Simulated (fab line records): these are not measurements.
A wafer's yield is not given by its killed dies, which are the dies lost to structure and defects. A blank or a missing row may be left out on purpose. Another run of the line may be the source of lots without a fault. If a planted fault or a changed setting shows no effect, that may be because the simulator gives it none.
fab line records ; flow gf180mcu
[record] lots = 15; wafers = 45; last_day = 34
route steps=602 shown M4@460 V4@477
lots that met no fault: from a run of the same line without faults
start_h: the number of hours between the record's first day and the start of the first shown wafer of the lot ; wait_h: hours from the lot's prior step to this one ; " as in the row above ; L1.1+2: several wafers, shown together as one row ; - either no value or no given start ; * or withheld: withheld ; < > ~ a bound
route shown NAME@n: a module of which the file shows steps, and the number in the route of the first ; usual: mean/standard deviation taken from wafers without a fault ; same: alike in all rows ; chamber/n: place in a boat ; sites: readings site by site ; _std_site: standard deviation of those values ; _edge_site: mean of outer sites minus mean of inner sites ; radius_mm: how far each site lies from the wafer's centre ; mask NAME#n: copy n ; behind: the most recent tool/chamber to have shaped the wafer ; hold: what put the lot on hold/how long, in hours/how the hold closed ; device: the transistor (n, p or np) that didn't switch ; end of line: at the end of the route, the tests of the same wafers ; step lacking rows: just its recipe ; killed: dies lost to structure and defects at the first sort, not the wafer's yield ; map: a wafer's dies, x killed, . not, _ none there
set.NAME: the setting that was run; set.NAME@STEP: the one run at that earlier step ; model.NAME: the simulator's own value behind a step, which no gauge read
one table for each step of the route and one row for each wafer, over a sample of lots
services: the hour from which a tool's chamber was out of use, counted from the record's first day as start_h (under 0 if before that day), plus the number of hours and why
[[steps]]
[step GF_M4_SPUTTER_04]
[recipe] material = TiN; target_thk_nm = 50; power_w = 6500; time_s = 41.7; chamber_pressure_pa = 0.4
[usual] throttle_valve_pct = 30.4/1.2
[same] time_s = 41.7
lot.wafer;tool;chamber;start_h;wait_h;throttle_valve_pct
L856.2;pvd_sputter-04;-;518.43;0.0;29.4
L856.3;pvd_sputter-04;-;518.43;0.0;32.8
L856.5;pvd_sputter-04;-;518.43;0.0;29.0
L860.2;pvd_sputter-04;-;557.16;0.0;32.7
L860.3;pvd_sputter-04;-;557.16;0.0;29.7
L860.6;pvd_sputter-04;-;557.16;0.0;29.9
L861.2;pvd_sputter-03;-;559.44;0.0;29.5
L861.3;pvd_sputter-03;-;559.44;0.0;31.9
L861.6;pvd_sputter-03;-;559.44;0.0;31.8
L864.1;pvd_sputter-04;-;600.20;0.0;29.9
L864.2;pvd_sputter-04;-;600.20;0.0;29.8
L864.6;pvd_sputter-04;-;600.20;0.0;29.9
L865.2;pvd_sputter-04;-;603.38;0.0;29.0
L865.4;pvd_sputter-04;-;603.38;0.0;29.8
L865.5;pvd_sputter-04;-;603.38;0.0;32.6
L866.3;pvd_sputter-04;-;608.09;0.0;29.1
L866.4;pvd_sputter-04;-;608.09;0.0;30.1
L866.6;pvd_sputter-04;-;608.09;0.0;32.4
L870.2;pvd_sputter-03;-;649.55;0.0;29.7
L870.3;pvd_sputter-03;-;649.55;0.0;29.9
L870.6;pvd_sputter-03;-;649.55;0.0;30.4
L872.2;pvd_sputter-04;-;650.91;0.0;29.5
L872.3;pvd_sputter-04;-;650.91;0.0;32.5
L872.4;pvd_sputter-04;-;650.91;0.0;29.4
L874.2;pvd_sputter-04;-;668.70;0.0;32.4
L874.3;pvd_sputter-04;-;668.70;0.0;29.8
L874.5;pvd_sputter-04;-;668.70;0.0;32.6
L873.1;pvd_sputter-03;-;669.23;0.0;29.9
L873.2;pvd_sputter-03;-;669.23;0.0;30.3
L873.4;pvd_sputter-03;-;669.23;0.0;31.8
L875.1;pvd_sputter-04;-;672.28;0.0;29.1
L875.3;pvd_sputter-04;-;672.28;0.0;29.5
L875.6;pvd_sputter-04;-;672.28;0.0;29.3
L876.2;pvd_sputter-02;-;678.34;0.0;31.5
L876.5;pvd_sputter-02;-;678.34;0.0;30.2
L876.6;pvd_sputter-02;-;678.34;0.0;31.4
L877.2;pvd_sputter-04;-;687.68;0.0;32.6
L877.4;pvd_sputter-04;-;687.68;0.0;29.2
L877.6;pvd_sputter-04;-;687.68;0.0;29.9
L878.3;pvd_sputter-04;-;694.65;0.0;29.1
L878.4;pvd_sputter-04;-;694.65;0.0;29.4
L878.5;pvd_sputter-04;-;694.65;0.0;32.5
L879.1;pvd_sputter-03;-;697.91;0.0;31.7
L879.4;pvd_sputter-03;-;697.91;0.0;29.8
L879.5;pvd_sputter-03;-;697.91;0.0;30.2
[step GF_V4_THK_MEAS_01]
[recipe] reads = SiO2_of_V4_CVD_00
[usual] V4_CVD_00_THK = 599/5.4
lot.wafer;tool;chamber;start_h;wait_h;V4_CVD_00_THK[nm]
L856.2;film_metro-02;-;541.86;0.0;597
L856.3;film_metro-02;-;541.86;0.0;606
L856.5;film_metro-02;-;541.86;0.0;609
L860.2;film_metro-02;-;581.07;0.0;596
L860.3;film_metro-02;-;581.07;0.0;597
L860.6;film_metro-02;-;581.07;0.0;599
L861.2;film_metro-03;-;581.90;0.0;602
L861.3;film_metro-03;-;581.90;0.0;609
L861.6;film_metro-03;-;581.90;0.0;608
L864.1;film_metro-01;-;621.63;0.0;596
L864.2;film_metro-01;-;621.63;0.0;600
L864.6;film_metro-01;-;621.63;0.0;601
L865.2;film_metro-03;-;625.02;0.1;597
L865.4;film_metro-03;-;625.02;0.1;599
L865.5;film_metro-03;-;625.02;0.1;604
L866.3;film_metro-03;-;629.15;0.1;604
L866.4;film_metro-03;-;629.15;0.1;605
L866.6;film_metro-03;-;629.15;0.1;602
L870.2;film_metro-01;-;670.25;0.0;603
L870.3;film_metro-01;-;670.25;0.0;606
L870.6;film_metro-01;-;670.25;0.0;604
L872.2;film_metro-03;-;672.07;0.0;598
L872.3;film_metro-03;-;672.07;0.0;597
L872.4;film_metro-03;-;672.07;0.0;599
L874.2;film_metro-03;-;688.97;0.0;588
L874.3;film_metro-03;-;688.97;0.0;591
L874.5;film_metro-03;-;688.97;0.0;586
L873.1;film_metro-03;-;689.41;0.0;600
L873.2;film_metro-03;-;689.41;0.0;608
L873.4;film_metro-03;-;689.41;0.0;602
L875.1;film_metro-01;-;691.92;0.0;594
L875.3;film_metro-01;-;691.92;0.0;587
L875.6;film_metro-01;-;691.92;0.0;601
L876.2;film_metro-03;-;698.19;0.0;598
L876.5;film_metro-03;-;698.19;0.0;596
L876.6;film_metro-03;-;698.19;0.0;589
L877.2;film_metro-02;-;707.54;0.0;599
L877.4;film_metro-02;-;707.54;0.0;599
L877.6;film_metro-02;-;707.54;0.0;594
L878.3;film_metro-03;-;713.91;0.1;604
L878.4;film_metro-03;-;713.91;0.1;599
L878.5;film_metro-03;-;713.91;0.1;600
L879.1;film_metro-03;-;716.15;0.1;600
L879.4;film_metro-03;-;716.15;0.1;609
L879.5;film_metro-03;-;716.15;0.1;605
[step GF_V4_CMP_04]
[recipe] material = SiO2; down_force_psi = 4; platen_rpm = 60; pad_velocity_m_s = 0.94248
[usual] motor_current_A = 11.8/1.1; time_to_endpoint_s = 79/6.3
lot.wafer;tool;chamber;start_h;wait_h;motor_current_A;time_to_endpoint_s
L856.2;cmp-01;0;542.09;0.1;10.0;79
L856.3;cmp-01;2;542.09;0.1;14.0;79
L856.5;cmp-01;3;542.09;0.1;11.3;81
L860.2;cmp-02;3;581.25;0.0;12.0;75
L860.3;cmp-02;0;581.25;0.0;11.4;78
L860.6;cmp-02;3;581.25;0.0;11.7;82
L861.2;cmp-01;1;582.13;0.1;11.7;72
L861.3;cmp-01;3;582.13;0.1;11.1;74
L861.6;cmp-01;1;582.13;0.1;11.5;78
L864.2;cmp-01;2;621.82;0.0;14.1;72
L864.1;cmp-01;0;621.82;0.0;10.3;74
L864.6;cmp-01;2;621.82;0.0;13.2;75
L865.2;cmp-01;0;625.20;0.0;11.1;77
L865.4;cmp-01;1;625.20;0.0;12.0;80
L865.5;cmp-01;0;625.20;0.0;10.2;81
L866.3;cmp-01;3;629.32;0.0;11.3;72
L866.4;cmp-01;1;629.32;0.0;11.2;80
L866.6;cmp-01;0;629.32;0.0;11.3;81
L870.2;cmp-01;2;670.48;0.1;14.1;66
L870.3;cmp-01;3;670.48;0.1;10.9;72
L870.6;cmp-01;2;670.48;0.1;14.1;76
L872.4;cmp-02;2;672.25;0.0;11.6;92
L872.3;cmp-02;3;672.25;0.0;12.2;82
L872.2;cmp-02;0;672.25;0.0;11.3;85
L874.2;cmp-01;1;689.36;0.3;11.0;71
L874.3;cmp-01;0;689.36;0.3;10.3;71
L874.5;cmp-01;1;689.36;0.3;11.6;74
L873.2;cmp-01;0;690.01;0.5;11.0;74
L873.1;cmp-01;1;690.01;0.5;11.5;71
L873.4;cmp-01;2;690.01;0.5;14.4;80
L875.3;cmp-01;3;693.06;1.0;10.8;70
L875.1;cmp-01;0;693.06;1.0;10.5;76
L875.6;cmp-01;2;693.06;1.0;14.0;70
L876.2;cmp-01;1;698.52;0.2;11.3;78
L876.5;cmp-01;2;698.52;0.2;13.5;75
L876.6;cmp-01;3;698.52;0.2;11.7;77
L877.2;cmp-02;3;709.48;1.8;12.0;87
L877.4;cmp-02;2;709.48;1.8;11.0;92
L877.6;cmp-02;0;709.48;1.8;11.2;88
L878.3;cmp-02;2;714.18;0.1;11.3;81
L878.4;cmp-02;3;714.18;0.1;11.3;85
L878.5;cmp-02;1;714.18;0.1;11.9;83
L879.1;cmp-02;1;716.39;0.1;12.2;81
L879.4;cmp-02;3;716.39;0.1;11.7;81
L879.5;cmp-02;0;716.39;0.1;10.9;86
[step GF_V4_EXPOSE_11]
[recipe] mask_id = Via4; target_cd_nm = 260; na = 0.68; source_shape = conventional; sigma_outer = 0.6; dose_mj = 38
[usual] exposure_dose_mJ_cm2 = 37.99/0.04; focus_offset_nm = 0.0/0.46
lot.wafer;tool;chamber;start_h;wait_h;mask;exposure_dose_mJ_cm2;focus_offset_nm
L856.2;krf_scanner-02;0;554.25;-;Via4#0;37.96;0.3
L856.3;krf_scanner-02;0;554.25;-;Via4#0;37.96;-1.0
L856.5;krf_scanner-02;0;554.25;-;Via4#0;37.94;-0.6
L860.2;krf_scanner-02;0;592.19;-;Via4#0;37.97;-0.1
L860.3;krf_scanner-02;0;592.19;-;Via4#0;37.94;-0.2
L860.6;krf_scanner-02;0;592.19;-;Via4#0;37.99;0.2
L861.2;krf_scanner-02;0;593.30;-;Via4#0;38.06;-0.2
L861.3;krf_scanner-02;0;593.30;-;Via4#0;38.03;0.0
L861.6;krf_scanner-02;0;593.30;-;Via4#0;37.95;0.3
L864.1;krf_scanner-01;-;630.90;-;Via4#0;-;-
L864.2;krf_scanner-01;-;630.90;-;Via4#0;-;-
L864.6;krf_scanner-01;-;630.90;-;Via4#0;-;-
L865.2;krf_scanner-02;-;635.62;-;Via4#0;-;-
L865.4;krf_scanner-02;-;635.62;-;Via4#0;-;-
L865.5;krf_scanner-02;-;635.62;-;Via4#0;-;-
L866.3;krf_scanner-01;-;640.69;-;Via4#0;-;-
L866.4;krf_scanner-01;-;640.69;-;Via4#0;-;-
L866.6;krf_scanner-01;-;640.69;-;Via4#0;-;-
L870.2;krf_scanner-01;0;680.40;-;Via4#0;37.96;0.2
L870.3;krf_scanner-01;0;680.40;-;Via4#0;37.96;-0.9
L870.6;krf_scanner-01;0;680.40;-;Via4#0;38.02;-0.6
L872.2;krf_scanner-02;0;682.45;-;Via4#0;38.00;0.4
L872.3;krf_scanner-02;0;682.45;-;Via4#0;38.00;0.6
L872.4;krf_scanner-02;0;682.45;-;Via4#0;38.05;0.5
L874.2;krf_scanner-02;0;699.22;-;Via4#0;37.98;-0.6
L874.3;krf_scanner-02;0;699.22;-;Via4#0;38.03;0.1
L874.5;krf_scanner-02;0;699.22;-;Via4#0;37.95;-0.8
L873.1;krf_scanner-02;0;699.33;-;Via4#0;38.04;0.2
L873.2;krf_scanner-02;0;699.33;-;Via4#0;37.96;-0.3
L873.4;krf_scanner-02;0;699.33;-;Via4#0;37.98;-0.4
L875.1;krf_scanner-01;0;703.28;-;Via4#0;37.98;-0.1
L875.3;krf_scanner-01;0;703.28;-;Via4#0;38.06;-0.6
L875.6;krf_scanner-01;0;703.28;-;Via4#0;37.99;-0.4
L876.2;krf_scanner-02;0;708.62;-;Via4#0;38.00;-0.6
L876.5;krf_scanner-02;0;708.62;-;Via4#0;37.96;0.0
L876.6;krf_scanner-02;0;708.62;-;Via4#0;37.93;0.2
L877.2;krf_scanner-01;0;717.64;-;Via4#0;37.97;-0.1
L877.4;krf_scanner-01;0;717.64;-;Via4#0;37.98;0.1
L877.6;krf_scanner-01;0;717.64;-;Via4#0;38.02;0.9
L878.3;krf_scanner-02;0;724.00;-;Via4#0;37.99;-0.7
L878.4;krf_scanner-02;0;724.00;-;Via4#0;37.91;-0.7
L878.5;krf_scanner-02;0;724.00;-;Via4#0;37.99;-0.4
L879.1;krf_scanner-02;0;726.79;-;Via4#0;37.99;-0.7
L879.4;krf_scanner-02;0;726.79;-;Via4#0;38.02;0.5
L879.5;krf_scanner-02;0;726.79;-;Via4#0;38.05;0.5
[[services]]
tool;chamber;start_h;hours;kind
cmp-01;-;505.17;1.8;repair
krf_scanner-01;-;513.95;1.3;pm
krf_scanner-02;-;524.27;1.0;pm
krf_scanner-02;-;528.36;0.8;pm
krf_scanner-01;-;534.32;1.0;pm
krf_scanner-02;-;543.14;3.6;pm
krf_scanner-01;-;554.83;4.4;pm
krf_scanner-02;-;564.42;1.3;pm
cmp-01;-;568.48;1.1;repair
krf_scanner-02;-;568.65;0.2;repair
cmp-01;-;572.00;4.0;pm
cmp-02;-;606.74;4.2;repair
cmp-01;-;608.89;0.6;repair
cmp-02;-;625.74;1.2;repair
krf_scanner-01;-;628.89;0.8;pm
krf_scanner-02;-;631.22;0.7;repair
cmp-02;-;653.98;0.7;repair
cmp-01;-;673.59;3.1;repair
cmp-02;-;678.44;1.3;repair
pvd_sputter-04;-;689.17;1.6;repair
krf_scanner-02;-;693.21;1.0;pm
krf_scanner-02;-;697.16;0.8;pm
krf_scanner-02;-;701.43;4.4;pm
cmp-01;-;703.41;7.3;repair
[[key]]
[first_sign] step = GF_V4_EXPOSE_11; reading = tool_record; direction = missing
effect none on later readings
met_at GF_V4_EXPOSE_11
struck_lots L864,L865,L866
later_rows_left_out L864.1,L864.2,L864.6,L865.2,L865.4,L865.5,L866.3,L866.4,L866.6
sort_left_out L864.1,L864.2,L864.6,L865.2,L865.4,L865.5,L866.3,L866.4,L866.6
not_acting_at GF_M4_SPUTTER_04,GF_V4_THK_MEAS_01,GF_V4_CMP_04
onset_between 593.30 630.90
[fault] kind = skipped_step_whole; tool = krf_scanner-01,krf_scanner-02; chamber = -; onset_h = 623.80; steps = GF_V4_EXPOSE_11; scope = struck_lots_only
// sort_left_out: the simulated sort isn't trusted on such a fault, so these wafers' sort isn't shown, and their yield isn't known
// later_rows_left_out: the simulator's readings of these wafers behind a module that went badly wrong aren't trusted and aren't shown, but for the sort
